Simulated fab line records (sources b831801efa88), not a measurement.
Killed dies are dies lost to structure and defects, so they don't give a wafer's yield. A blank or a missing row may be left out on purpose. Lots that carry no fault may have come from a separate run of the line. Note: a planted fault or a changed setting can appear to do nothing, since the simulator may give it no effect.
A lot that was struck, set against a sound lot / flow gf180mcu / 47 out of 602 route steps
Sound: the wafers L634.1, L634.5, L634.6. Struck: wafers L633.2, L633.3, L633.5. The cause is named last.
Per side, at each step with rows, come the tool, then ch with its chambers, and then its first start. Under that, the readings that differ: sound wafers / struck wafers / difference of the means / sigmas: that difference in standard deviations of wafers without a fault.
alike: same words and numbers on both sides, and readings whose means sit less than 2 such deviations apart. not compared: any withheld reading, any reading some wafer has no value for, any bound like >300 that may hide the same value, and any number with overlapping values for which the record gives no deviation.
Wherever a step has rows on one side only, a row that says differs or no value, or a row with sigmas, the two part there. When numbers do not overlap yet have no deviation, they are printed without sigmas and do not part them. Lack of a reading on every wafer of one side parts them only where that side has two or more wafers.

first, 5 steps without rows for these wafers: GF_NWELL_COAT_02 (resist thk 3000 nm); GF_NWELL_SOFTBAKE_03; GF_NWELL_EXPOSE_04 (exposes mask Nwell, target cd 860 nm); GF_NWELL_PEB_05; GF_NWELL_DEVELOP_06 (develop time 60 s).
GF_NWELL_OVL_MEAS_07:
  struck on overlay-01, day 6 15:29; sound on overlay-01, day 6 18:14
  alike: NWELL_OVL
then, 2 steps without rows for these wafers: GF_NWELL_IMPLANT_08; GF_NWELL_IMPLANT_09.
GF_NWELL_STRIP_10: strips in O2/N2.
  sound on plasma asher-02 ch 0,1, day 6 18:34; struck on plasma asher-02 ch 0,1, day 6 15:49
  alike: drypump motor current A, heater power w, oes product au, strip time to endpoint s
  not compared: rf hours counter h
GF_NWELL_TW_MEAS_11:
  struck on film metro-04, day 6 15:56; sound on film metro-02, day 6 18:46
reading=NWELL_TW; sound=1544 1550 1552; struck=1585 1588 1583; difference=+37; sigmas=+2
then, 2 steps without rows for these wafers: GF_LVPWELL_DEHYDRATE_00 (time 60 s); GF_LVPWELL_HMDS_01 (prime time 60 s).
GF_LVPWELL_COAT_02: resist thk 3000 nm.
  sound on litho track-03 ch 0, day 7 01:20; struck on litho track-01, day 6 23:12
  no value came back on the struck wafers for chill plate temp C (C), dispense pressure kPa (kPa); on the sound wafers chill plate temp C (C) reads 23.11 23.18 23.01
then, 4 steps without rows for these wafers: GF_LVPWELL_SOFTBAKE_03; GF_LVPWELL_EXPOSE_04 (exposes mask LVPWELL, target cd 600 nm); GF_LVPWELL_PEB_05; GF_LVPWELL_DEVELOP_06 (develop time 60 s).
GF_LVPWELL_OVL_MEAS_07:
  struck on overlay-02, day 7 07:14; sound on overlay-02, day 7 09:23
reading=LVPWELL_OVL (nm); sound=-0.7 -1.5 -0.7; struck=- - -; difference=no value on the struck wafers; sigmas=
then, 2 steps without rows for these wafers: GF_LVPWELL_IMPLANT_08; GF_LVPWELL_IMPLANT_09.
GF_LVPWELL_STRIP_10: strips in O2/N2.
  sound on plasma asher-01 ch 0,1, day 7 09:44; struck on plasma asher-01 ch 0,1, day 7 07:34
  no value came back on the struck wafers for oes product au (a.u.), strip time to endpoint s (s); on the sound wafers oes product au (a.u.) reads 0.720 0.728 0.728
  alike: drypump motor current A, heater power w
  not compared: rf hours counter h
GF_LVPWELL_TW_MEAS_11:
  struck on film metro-02, day 7 07:41; sound on film metro-04, day 7 09:50
  alike: LVPWELL_TW
then, 7 steps without rows for these wafers: GF_MVSD_DEHYDRATE_00 (time 60 s); GF_MVSD_HMDS_01 (prime time 60 s); GF_MVSD_COAT_02 (resist thk 3000 nm); GF_MVSD_SOFTBAKE_03; GF_MVSD_EXPOSE_04 (exposes mask MVSD, target cd 1000 nm); GF_MVSD_PEB_05; GF_MVSD_DEVELOP_06 (develop time 60 s).
GF_MVSD_OVL_MEAS_07:
  struck on overlay-01, day 7 22:59; sound on overlay-01, day 8 01:29
  alike: MVSD_OVL
then, 2 steps without rows for these wafers: GF_MVSD_IMPLANT_08; GF_MVSD_IMPLANT_09.
GF_MVSD_STRIP_10: strips in O2/N2.
  sound on plasma asher-04 ch 0,1, day 8 01:50; struck on plasma asher-01 ch 0,1, day 7 23:19
  alike: drypump motor current A, heater power w, oes product au, strip time to endpoint s
  not compared: rf hours counter h
GF_MVSD_TW_MEAS_11:
  struck on film metro-04, day 7 23:25; sound on film metro-02, day 8 01:56
reading=MVSD_TW; sound=1558 1575 1563; struck=1614 1605 1605; difference=+43; sigmas=+3
then, 7 steps without rows for these wafers: GF_MVPSD_DEHYDRATE_00 (time 60 s); GF_MVPSD_HMDS_01 (prime time 60 s); GF_MVPSD_COAT_02 (resist thk 3000 nm); GF_MVPSD_SOFTBAKE_03; GF_MVPSD_EXPOSE_04 (exposes mask MVPSD, target cd 1000 nm); GF_MVPSD_PEB_05; GF_MVPSD_DEVELOP_06 (develop time 60 s).
GF_MVPSD_OVL_MEAS_07:
  struck on overlay-01, day 8 15:32; sound on overlay-01, day 8 18:41
  alike: MVPSD_OVL
GF_MVPSD_TW_MEAS_11:
  struck on film metro-04, day 8 15:59; sound on film metro-02, day 8 19:10
reading=MVPSD_TW; sound=544 547 545; struck=700 702 702; difference=+156; sigmas=+30
GF_VT_IMPLANT_TW_MEAS_10:
  struck on film metro-04, day 9 08:48; sound on film metro-04, day 9 12:44
reading=VT_IMPLANT_TW; sound=567 565 569; struck=705 703 700; difference=+136; sigmas=+29
GF_VT_IMPLANT_TW_MEAS_21:
  struck on film metro-02, day 10 02:12; sound on film metro-01, day 10 07:16
reading=VT_IMPLANT_2_TW; sound=1209 1204 1203; struck=1230 1230 1226; difference=+23; sigmas=+2
GF_VT_IMPLANT_TW_MEAS_32:
  struck on film metro-02, day 10 20:28; sound on film metro-02, day 11 01:34
reading=VT_IMPLANT_3_TW; sound=266.0 265.8 266.8; struck=567.7 565.4 567.6; difference=+300.7; sigmas=+99 or more
GF_VT_IMPLANT_TW_MEAS_43:
  struck on film metro-02, day 11 14:51; sound on film metro-02, day 11 20:59
reading=VT_IMPLANT_4_TW; sound=684 684 681; struck=776 783 776; difference=+95; sigmas=+17

## WHERE THEY PART
Last at GF_VT_IMPLANT_TW_MEAS_43 as far as this record goes, first at GF_NWELL_TW_MEAS_11.

WHY: what had been put in by the simulator
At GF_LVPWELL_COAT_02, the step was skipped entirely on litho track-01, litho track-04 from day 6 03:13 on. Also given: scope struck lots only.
